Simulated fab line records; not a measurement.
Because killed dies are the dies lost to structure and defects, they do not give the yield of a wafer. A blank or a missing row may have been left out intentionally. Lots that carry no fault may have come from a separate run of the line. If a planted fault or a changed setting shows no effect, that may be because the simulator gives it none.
Which of the tools did it? ; flow sky130 ; 15 lots, 45 wafers sampled, at 5 steps of a route of 708

== WHAT THE GAUGES READ, wafer by wafer ==
SKY_DNWELL_TW_MEAS_09.
lot;measured;on;DNWELL_TW
L720;day 3 02:26;film metro-04;1122 1123 1126
L721;day 3 07:17;film metro-03;1105 1108 1105
L722;day 3 12:47;film metro-03;1113 1119 1112
L723;day 3 18:48;film metro-03;1114 1111 1106
L724;day 4 03:24;film metro-03;1108 1107 1107
L727;day 4 18:47;film metro-02;1129 1128 1132
L729;day 5 03:59;film metro-03;1108 1110 1109
L730;day 5 14:29;film metro-04;1119 1113 1110
L733;day 6 05:41;film metro-04;1102 1103 1112
L732;day 6 05:44;film metro-03;1116 1118 1113
L736;day 6 19:57;film metro-04;30 30 30
L737;day 7 02:29;film metro-04;30 30 30
L738;day 7 08:41;film metro-02;30 30 31
L739;day 7 13:05;film metro-03;1101 1106 1110
L743;day 8 07:17;film metro-04;1114 1116 1109

SKY_SD_N_OVL_MEAS_08.
lot;measured;on;SD_N_OVL (nm)
L720;day 27 23:15;overlay-01;-0.7 -1.0 -2.4
L721;day 28 05:47;overlay-01;1.0 0.8 0.3
L722;day 28 15:47;overlay-02;0.3 0.0 -1.0
L723;day 29 02:06;overlay-02;0.6 1.2 1.6
L724;day 29 12:01;overlay-01;0.1 1.0 0.3
L727;day 30 15:37;overlay-01;1.6 2.8 2.3
L729;day 31 00:11;overlay-02;-1.2 -0.8 -0.8
L730;day 31 19:02;overlay-02;-2.0 -2.4 -1.9
L733;day 32 15:40;overlay-01;2.8 -0.4 2.4
L732;day 32 14:22;overlay-01;0.2 -1.1 -1.5
L736;day 33 22:34;overlay-01;0.4 0.8 2.1
L737;day 33 22:00;overlay-01;-1.3 0.5 -0.1
L738;day 34 06:34;overlay-01;2.2 2.8 2.4
L739;day 34 08:40;overlay-01;0.0 0.9 0.9
L743;day 35 12:51;overlay-02;-0.1 -0.2 0.0

== TOOL THAT RAN EACH LOT (tool first, then ch and the chambers of the sampled wafers, then the start) ==
lot;SKY_DNWELL_EXPOSE_04;SKY_LDD_HVP_STRIP_09;SKY_LDD_LDN_STRIP_12
L720;iline stepper-02 ch 0, day 2 18:32;plasma asher-04 ch 0,1, day 21 16:25;plasma asher-02 ch 0,1, day 23 00:01
L721;iline stepper-02 ch 0, day 2 23:35;plasma asher-02 ch 0,1, day 21 23:37;plasma asher-01 ch 0,1, day 23 06:58
L722;iline stepper-01 ch 0, day 3 04:25;plasma asher-04 ch 0,1, day 22 12:04;plasma asher-03 ch 0,1, day 23 18:46
L723;iline stepper-02 ch 0, day 3 10:23;plasma asher-02 ch 0,1, day 22 21:32;plasma asher-02 ch 1, day 24 03:19
L724;iline stepper-02 ch 0, day 3 18:37;plasma asher-04 ch 0,1, day 23 07:58;plasma asher-02 ch 0,1, day 24 14:01
L727;iline stepper-01 ch 0, day 4 09:35;plasma asher-04 ch 0,1, day 24 13:04;plasma asher-01 ch 0,1, day 25 19:31
L729;iline stepper-01 ch 0, day 4 19:32;plasma asher-03 ch 0,1, day 25 01:04;plasma asher-01 ch 0,1, day 26 06:28
L730;iline stepper-01 ch 0, day 5 05:47;plasma asher-02 ch 1, day 25 20:01;plasma asher-03 ch 1, day 27 02:16
L733;iline stepper-01 ch 0, day 5 19:38;plasma asher-02 ch 0,1, day 26 18:10;plasma asher-03 ch 1, day 27 23:10
L732;iline stepper-02 ch 0, day 5 19:54;plasma asher-02 ch 0,1, day 26 16:19;plasma asher-03 ch 0,1, day 27 21:43
L736;iline stepper-02, day 6 10:20;plasma asher-03 ch 0,1, day 28 03:16;plasma asher-01 ch 0,1, day 29 07:23
L737;iline stepper-02, day 6 16:31;plasma asher-02 ch 0, day 28 02:07;plasma asher-01 ch 0, day 29 06:28
L738;iline stepper-01, day 6 23:18;plasma asher-04 ch 0,1, day 28 07:31;plasma asher-01 ch 0,1, day 29 12:46
L739;iline stepper-02 ch 0, day 7 04:01;plasma asher-03 ch 1, day 28 14:11;plasma asher-01 ch 0,1, day 29 18:31
L743;iline stepper-02 ch 0, day 7 21:03;plasma asher-03 ch 0,1, day 29 18:07;plasma asher-02 ch 0,1, day 30 22:49
- SKY_DNWELL_EXPOSE_04: exposes mask DNM, target cd 3000 nm.
- SKY_LDD_HVP_STRIP_09: strips in O2/N2.
- SKY_LDD_LDN_STRIP_12: strips in O2/N2.

== AS READ BY THE TOOLS THEMSELVES (means over the sampled wafers that have a number; for cases with no such wafer, the mark the record gives instead) ==
SKY_DNWELL_EXPOSE_04.
lot;tool;exposure dose mJ cm2;focus offset nm (nm)
L720;iline stepper-02;222.00;-0.3
L721;iline stepper-02;221.81;0.3
L722;iline stepper-01;221.83;0.3
L723;iline stepper-02;221.78;-0.1
L724;iline stepper-02;222.15;-0.5
L727;iline stepper-01;221.96;-0.5
L729;iline stepper-01;221.80;-0.7
L730;iline stepper-01;222.20;0.5
L733;iline stepper-01;222.05;0.5
L732;iline stepper-02;222.22;1.0
L736;iline stepper-02;-;-
L737;iline stepper-02;-;-
L738;iline stepper-01;-;-
L739;iline stepper-02;221.83;-0.1
L743;iline stepper-02;221.99;-0.3

SKY_LDD_HVP_STRIP_09.
lot;tool;chamber pressure mTorr (mTorr);drypump motor current A (A);n2 flow sccm (sccm);oes product au (a.u.);strip time to endpoint s (s)
L720;plasma asher-04;1501.0;5.7;299.4;0.409;4.071
L721;plasma asher-02;1498.4;5.2;300.1;0.405;4.060
L722;plasma asher-04;1501.4;5.7;301.0;0.409;4.062
L723;plasma asher-02;1500.7;5.2;299.5;0.406;4.062
L724;plasma asher-04;1500.8;5.7;300.5;0.406;4.052
L727;plasma asher-04;1500.9;6.0;300.7;0.404;4.062
L729;plasma asher-03;1499.1;6.2;300.8;0.405;4.060
L730;plasma asher-02;1499.9;5.2;300.1;0.409;4.095
L733;plasma asher-02;1500.3;5.2;299.4;0.404;4.069
L732;plasma asher-02;1500.2;5.2;299.4;0.405;4.078
L736;plasma asher-03;1500.2;6.1;299.8;0.409;4.056
L737;plasma asher-02;1500.0;5.1;300.4;0.404;4.044
L738;plasma asher-04;1499.8;6.0;300.2;0.404;4.061
L739;plasma asher-03;1498.4;5.9;299.1;0.404;4.063
L743;plasma asher-03;1499.6;6.0;299.4;0.406;4.063

SKY_LDD_LDN_STRIP_12.
lot;tool;chamber pressure mTorr (mTorr);drypump motor current A (A);n2 flow sccm (sccm);oes product au (a.u.);strip time to endpoint s (s)
L720;plasma asher-02;1500.7;5.2;301.0;0.719;14.19
L721;plasma asher-01;1499.6;5.9;300.0;0.716;14.20
L722;plasma asher-03;1499.7;6.0;299.5;0.714;14.14
L723;plasma asher-02;1500.3;5.2;301.0;0.716;14.12
L724;plasma asher-02;1500.0;5.2;299.8;0.717;14.17
L727;plasma asher-01;1499.8;5.9;299.2;0.716;14.11
L729;plasma asher-01;1500.4;5.7;299.3;0.717;14.18
L730;plasma asher-03;1500.0;5.9;300.3;0.717;14.16
L733;plasma asher-03;1500.9;5.9;300.2;0.716;14.15
L732;plasma asher-03;1499.5;6.2;300.4;0.713;14.18
L736;plasma asher-01;1498.1;5.7;300.6;0.714;14.14
L737;plasma asher-01;1500.4;5.4;299.8;0.716;14.15
L738;plasma asher-01;1500.8;5.9;299.8;0.712;14.05
L739;plasma asher-01;1499.3;5.7;299.5;0.720;14.16
L743;plasma asher-02;1500.4;5.2;298.9;0.716;14.21

== THE ANSWER, worked out from the rows above alone ==
Rule: what is usual is taken from the lots themselves. Put in order of their means at a reading, lots are off if they are a third of the lots or fewer, leave a main group of 4 or more, and stand apart from it by a gap of 3 or more times the standard deviation of the main group's means; of several such gaps the widest counts. Not used: any main group whose means are identical at the precision the tables above print for the reading. Also off: a lot with no number at a reading for which 4 or more lots have one. All remaining lots with rows at the step are treated as sound. After the gauges, taken in route order, come the tools' own readings; for these a lot's mean is taken, as printed above. At the first step where some lot is off, the reading lying furthest off is the one used; lots without a number count as furthest.
Off: L736, L737, L738, at SKY_DNWELL_TW_MEAS_09 (DNWELL_TW). The main group: mean 1113, standard deviation 7.2.
If a tool, at a process step before that reading, ran all the lots that are off and no sound lot after the first of them, it fits. The gauges at SKY_DNWELL_TW_MEAS_09 aren't tried: what is off there is off at SKY_DNWELL_EXPOSE_04 too, on other tools, and a gauge's error can't cause that. None of those tried fits.

== WHAT THE SIMULATOR HAD INSERTED ==
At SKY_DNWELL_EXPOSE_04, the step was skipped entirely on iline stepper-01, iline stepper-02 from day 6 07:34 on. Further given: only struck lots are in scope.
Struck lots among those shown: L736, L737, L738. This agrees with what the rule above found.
